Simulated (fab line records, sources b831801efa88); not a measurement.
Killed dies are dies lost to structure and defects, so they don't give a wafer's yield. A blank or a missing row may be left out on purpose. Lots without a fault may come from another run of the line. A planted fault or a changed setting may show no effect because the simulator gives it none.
Problem report in the 8D (eight disciplines) form, filled by code | flow gf180mcu | the parts of the form that need people (team, actions taken, sign-off) are left out

1. THE PROBLEM
SALICIDE_TIN_THK at GF_SALICIDE_THK_MEAS_05 reads a mean of 17.9 nm on 2 wafers of 1 lot; wafers without a fault read 20.0 nm with a standard deviation of 0.4. That is -5.1 standard deviations from the usual mean.
The step: measures by xrf.
First seen on wafer L980.4, day 19 11:34, on film_metro-04. The record holds 39 wafers of 13 lots with a number at this step. Rule for "out", or "out of limits": more than 4 standard deviations from the usual mean. The other wafers with a number count as sound.

2. WHAT IT IS AND WHAT IT IS NOT
question                    | is                | is not
which readings at this step | SALICIDE_TIN_THK  | -
which lots                  | L980              | L968, L969, L970, L971, L972, L973, L974, L977, L988, L989, L990, L991
which wafers of those lots  | L980.4, L980.6    | L980.3
read on which gauges        | film_metro-04     | film_metro-02, film_metro-03
when                        | from day 19 11:34 | up to then (25 sound wafers); but 12 sound wafers of L988, L989, L990, L991 came after

3. SUSPECTS, AND WHAT RULES EACH OUT
Counting: a tool at a process step up to the reading stays a suspect if it ran every lot that is out. Sound lots after the first of them don't rule it out here, since some wafers of a struck lot are sound.
- the gauge at GF_SALICIDE_THK_MEAS_05: kept. All the wafers that are out were read on film_metro-04, and no step on other tools shows them out.
- pvd_sputter-02 at GF_SALICIDE_SPUTTER_03 (material TiN, target thk 20 nm, time 16.7 s): kept. It ran the lot that is out, L980 (day 19 11:23); its last sound lot up to then is L977 (day 18 08:07).
Left after counting: pvd_sputter-02 at GF_SALICIDE_SPUTTER_03, film_metro-04 at GF_SALICIDE_THK_MEAS_05.

4. THE CAUSE (what the simulator had put in)
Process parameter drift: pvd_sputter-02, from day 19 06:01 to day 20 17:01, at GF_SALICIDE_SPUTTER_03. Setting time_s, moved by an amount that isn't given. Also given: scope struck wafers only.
Counting left 2 suspects, and this tool is among them.

5. THE CHAIN OF EFFECTS, in route order
Each row: a reading whose mean over the struck wafers that have a number lies more than 3 standard deviations from the usual. Only readings for which the record gives a usual standard deviation are gone through. hours: the time from each lot's start at the first step in this table that gives one to its start at this step, as a median over the lots. sigmas: the change in usual standard deviations.
hours | step                    | reading          | usual   | on struck wafers | change | sigmas
0     | GF_SALICIDE_THK_MEAS_05 | SALICIDE_TIN_THK | 20.0 nm | 17.9             | -2.1   | -5.1

6. WHAT WOULD HAVE CAUGHT IT SOONER
In this record the first reading out of limits at a measuring or inspecting step was taken at day 19 11:34, 6 hours after the fault began at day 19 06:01.
Of the tool readings at GF_SALICIDE_SPUTTER_03 for which the record gives a usual standard deviation, none was out on any struck wafer, so an alarm limit of 4 standard deviations on them would not have fired.
All the lots that are out (1) had begun GF_SALICIDE_SPUTTER_03 on pvd_sputter-02 by day 19 11:34. A hold on the tool at that time would have spared none of them.
